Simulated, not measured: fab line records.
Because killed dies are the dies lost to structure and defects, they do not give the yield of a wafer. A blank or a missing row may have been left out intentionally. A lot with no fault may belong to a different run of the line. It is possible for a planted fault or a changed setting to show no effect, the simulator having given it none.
Which tool did it?    flow sky130    Sampling: 13 lots, 39 wafers, 7 of 708 route steps

WHAT THE GAUGES READ, wafer by wafer
SKY_FIELD_ISO_THK_MEAS_02. Usual: FIELD_ISO_OXIDATION_00_THK typically reads 11.96 nm, with standard deviation 0.2.
lot   measured     on             FIELD_ISO_OXIDATION_00_THK (nm)  flag
L335  day 1 17:39  film-metro-03  11.70 11.63 11.67                
L336  day 1 21:38  film-metro-02  12.25 12.05 12.13                
L338  day 2 08:01  film-metro-02  11.94 12.10 12.02                
L339  day 2 13:46  film-metro-02  12.17 11.77 11.98                
L343  day 3 13:07  film-metro-03  12.13 12.40 12.45                
L344  day 3 18:32  film-metro-02  11.71 11.95 11.98                
L348  day 4 10:17  film-metro-02  11.92 11.99 12.03                
L350  day 4 20:04  film-metro-02  11.65 11.69 11.60                
L351  day 5 01:40  film-metro-04  11.82 12.07 11.81                
L352  day 5 06:28  film-metro-04  11.98 11.94 11.88                
L353  day 5 11:24  film-metro-04  11.76 11.85 11.78                
L355  day 5 20:38  film-metro-03  11.98 11.82 11.93                
L356  day 6 02:16  film-metro-03  11.61 11.78 11.85                

SKY_VT_ADJUST_PCH_OVL_MEAS_07. Usual: VT_ADJUST_PCH_OVL typically reads -0.8 nm, with standard deviation 1.3.
lot   measured      on          VT_ADJUST_PCH_OVL (nm)  flag
L335  day 10 20:49  overlay-01  0.0 -2.1 -1.0           
L336  day 11 00:18  overlay-01  0.3 0.7 -2.6            
L338  day 12 11:08  overlay-02  0.0 2.1 0.1             
L339  day 12 16:54  overlay-01  -1.8 1.0 -0.7           
L343  day 13 11:16  overlay-02  - - -                   OFF
L344  day 13 21:25  overlay-01  0.9 0.1 1.0             
L348  day 14 19:15  overlay-01  -0.3 1.0 1.2            
L350  day 15 09:26  overlay-01  0.0 -2.1 -3.3           
L351  day 15 18:36  overlay-02  -1.8 -1.5 0.0           
L352  day 16 03:23  overlay-01  -1.1 0.3 0.2            
L353  day 16 10:21  overlay-02  0.8 -1.1 0.5            
L355  day 17 10:25  overlay-02  1.5 1.3 1.1             
L356  day 17 16:16  overlay-02  -1.6 -0.4 0.2           

SKY_VT_ADJUST_PCH_TW_MEAS_10. Usual: VT_ADJUST_PCH_TW typically reads 142.6, with standard deviation 1.5.
lot   measured      on             VT_ADJUST_PCH_TW   flag
L335  day 10 21:06  film-metro-01  141.0 141.2 141.0  
L336  day 11 00:35  film-metro-03  142.3 143.4 143.5  
L338  day 12 11:26  film-metro-01  140.1 141.1 140.4  
L339  day 12 17:11  film-metro-03  143.4 143.3 142.8  
L343  day 13 11:34  film-metro-03  30.3 30.2 30.3     OFF
L344  day 13 21:42  film-metro-03  143.8 143.3 143.4  
L348  day 14 19:32  film-metro-03  142.9 143.5 143.5  
L350  day 15 09:44  film-metro-04  144.1 143.0 143.8  
L351  day 15 18:53  film-metro-01  140.4 140.1 140.7  
L352  day 16 03:41  film-metro-03  144.5 144.4 143.5  
L353  day 16 10:38  film-metro-03  143.6 144.1 143.3  
L355  day 17 10:42  film-metro-04  144.0 144.5 143.4  
L356  day 17 16:34  film-metro-03  142.9 142.4 142.3  

SKY_SONOS_TUNNEL_TW_MEAS_12. Usual: SONOS_TUNNEL_TW typically reads 197.2, with standard deviation 2.2.
lot   measured      on             SONOS_TUNNEL_TW    flag
L335  day 11 20:53  film-metro-01  195.1 194.7 195.7  
L336  day 12 00:49  film-metro-03  198.0 198.6 197.7  
L338  day 13 09:34  film-metro-03  199.4 200.3 199.6  
L339  day 13 18:20  film-metro-01  195.2 195.7 195.2  
L343  day 14 14:25  film-metro-03  213.6 215.3 215.0  OFF
L344  day 15 00:43  film-metro-01  195.3 196.3 195.3  
L348  day 15 22:55  film-metro-03  197.1 197.0 197.1  
L350  day 16 13:17  film-metro-01  196.4 196.1 197.2  
L351  day 16 22:41  film-metro-02  198.4 198.9 198.0  
L352  day 17 08:44  film-metro-02  199.1 200.9 200.6  
L353  day 17 15:22  film-metro-02  199.8 199.2 199.0  
L355  day 18 17:11  film-metro-01  194.1 194.0 194.4  
L356  day 18 23:08  film-metro-03  196.9 197.3 198.7  

TOOL THAT RAN EACH LOT (tool first, then ch and the chambers of the sampled wafers, then the start)
lot   SKY_FIELD_ISO_ETCH_14              SKY_FIELD_ISO_CMP_27          SKY_VT_ADJUST_PCH_EXPOSE_04
L335  rie-diel-01 ch 0,1,2, day 2 10:35  cmp-02 ch 0,2,3, day 2 16:38  iline-stepper-02 ch 0, day 10 10:34
L336  rie-diel-02 ch 0,3, day 2 15:32    cmp-02 ch 0,1,3, day 2 19:04  iline-stepper-01 ch 0, day 10 13:09
L338  rie-diel-01 ch 1,2,3, day 3 01:55  cmp-02 ch 0,1,3, day 3 14:39  iline-stepper-01 ch 0, day 11 23:42
L339  rie-diel-02 ch 1,2, day 3 07:56    cmp-02 ch 2,3, day 3 21:25    iline-stepper-01 ch 0, day 12 05:58
L343  rie-diel-03 ch 1,2,3, day 4 07:02  cmp-01 ch 0,1,2, day 4 10:27  iline-stepper-02 ch 0, day 12 23:04
L344  rie-diel-01 ch 0,2,3, day 4 13:01  cmp-02 ch 0,1,2, day 4 18:33  iline-stepper-01 ch 0, day 13 07:38
L348  rie-diel-02 ch 1,2,3, day 5 05:53  cmp-02 ch 0,1,3, day 5 09:53  iline-stepper-02 ch 0, day 14 06:35
L350  rie-diel-01 ch 1,2,3, day 5 16:46  cmp-02 ch 0,2, day 5 21:39    iline-stepper-02 ch 0, day 14 20:01
L351  rie-diel-01 ch 0,1,3, day 5 22:59  cmp-02 ch 0,1,2, day 6 03:49  iline-stepper-01 ch 0, day 15 05:35
L352  rie-diel-03 ch 0,2,3, day 6 03:01  cmp-02 ch 0,1,2, day 6 07:49  iline-stepper-02 ch 0, day 15 13:21
L353  rie-diel-03 ch 1,2, day 6 09:20    cmp-01 ch 1,2,3, day 6 13:03  iline-stepper-02 ch 0, day 15 20:26
L355  rie-diel-03 ch 0,2,3, day 6 20:34  cmp-02 ch 1,2,3, day 7 04:28  iline-stepper-02 ch 0, day 16 19:32
L356  rie-diel-03 ch 1,2, day 7 03:55    cmp-01 ch 0,2,3, day 7 10:09  iline-stepper-02 ch 0, day 17 01:40
- SKY_FIELD_ISO_ETCH_14: etches BARC in N2/H2, stops on SiO2, time 45.9 s, target depth 60 nm.
- SKY_FIELD_ISO_CMP_27: polishes, stops on Si3N4, t overpolish 16 s, target thk 457.8 nm.
- SKY_VT_ADJUST_PCH_EXPOSE_04: exposes mask NWM, target cd 840 nm.

WHAT THE TOOLS THEMSELVES READ (means of the sampled wafers that have a number; where no wafer has one, the mark that the record gives instead)
SKY_FIELD_ISO_ETCH_14. Usual: drypump-motor-current-A 5.9 A, standard deviation 0.43; oes-product-au 0.854 a.u., standard deviation 0.005; throttle-valve-pct 13.225 %, standard deviation 0.0088.
lot   tool         drypump-motor-current-A (A)  oes-product-au (a.u.)  throttle-valve-pct (%)  flag
L335  rie-diel-01  6.1                          0.860                  13.225                  
L336  rie-diel-02  5.4                          0.854                  13.230                  
L338  rie-diel-01  6.1                          0.854                  13.232                  
L339  rie-diel-02  5.8                          0.856                  13.226                  
L343  rie-diel-03  6.0                          0.855                  13.229                  
L344  rie-diel-01  6.3                          0.855                  13.224                  
L348  rie-diel-02  5.8                          0.855                  13.214                  
L350  rie-diel-01  6.1                          0.857                  13.226                  
L351  rie-diel-01  6.0                          0.850                  13.233                  
L352  rie-diel-03  6.1                          0.852                  13.232                  
L353  rie-diel-03  6.1                          0.854                  13.223                  
L355  rie-diel-03  6.1                          0.858                  13.228                  
L356  rie-diel-03  5.8                          0.852                  13.235                  

SKY_FIELD_ISO_CMP_27. Usual: head-pressure-psi 4.000 psi, standard deviation 0.0084; motor-current-A 12.0 A, standard deviation 0.97; overpolish-run-s 16.000 s, standard deviation 0.0084; time-to-endpoint-s 112 s, standard deviation 4.3.
lot   tool    head-pressure-psi (psi)  motor-current-A (A)  overpolish-run-s (s)  time-to-endpoint-s (s)  flag
L335  cmp-02  4.002                    10.9                 16.006                112                     
L336  cmp-02  3.988                    11.7                 16.004                115                     
L338  cmp-02  4.002                    11.9                 15.999                115                     
L339  cmp-02  3.996                    11.5                 15.996                118                     
L343  cmp-01  3.999                    12.4                 16.002                113                     
L344  cmp-02  4.004                    12.3                 16.004                111                     
L348  cmp-02  4.001                    12.2                 15.998                108                     
L350  cmp-02  3.996                    11.6                 16.002                108                     
L351  cmp-02  3.994                    12.0                 16.011                115                     
L352  cmp-02  3.997                    12.0                 16.005                116                     
L353  cmp-01  4.001                    12.1                 15.996                110                     
L355  cmp-02  4.001                    12.0                 15.995                117                     
L356  cmp-01  3.994                    12.1                 15.996                111                     

THE ANSWER, worked out from the rows above alone
Rule: take the mean of a lot's wafers that have a number; if it is more than 3 standard deviations from the usual mean, the lot is off. Also off: a lot with no number at a reading for which 4 or more lots have one. Where the step has rows for the other lots, those lots are counted as sound. The gauges are gone through in route order, then the tools' own readings, and for those a lot's mean is taken as printed above. The first step at which some lot is off is used, and at that step the reading that is off furthest; a lot without a number counts as furthest.
Off: at SKY_VT_ADJUST_PCH_OVL_MEAS_07 (VT_ADJUST_PCH_OVL), L343. Without a number there: L343.
If a tool, at a process step before that reading, ran all the lots that are off and no sound lot after the first of them, it fits. Not tried: the gauges at SKY_VT_ADJUST_PCH_OVL_MEAS_07; whatever is off there is also off at SKY_VT_ADJUST_PCH_TW_MEAS_10, on other tools, and gauge error can't account for it. No candidate that was tried fits.

WHAT WAS PUT IN BY THE SIMULATOR
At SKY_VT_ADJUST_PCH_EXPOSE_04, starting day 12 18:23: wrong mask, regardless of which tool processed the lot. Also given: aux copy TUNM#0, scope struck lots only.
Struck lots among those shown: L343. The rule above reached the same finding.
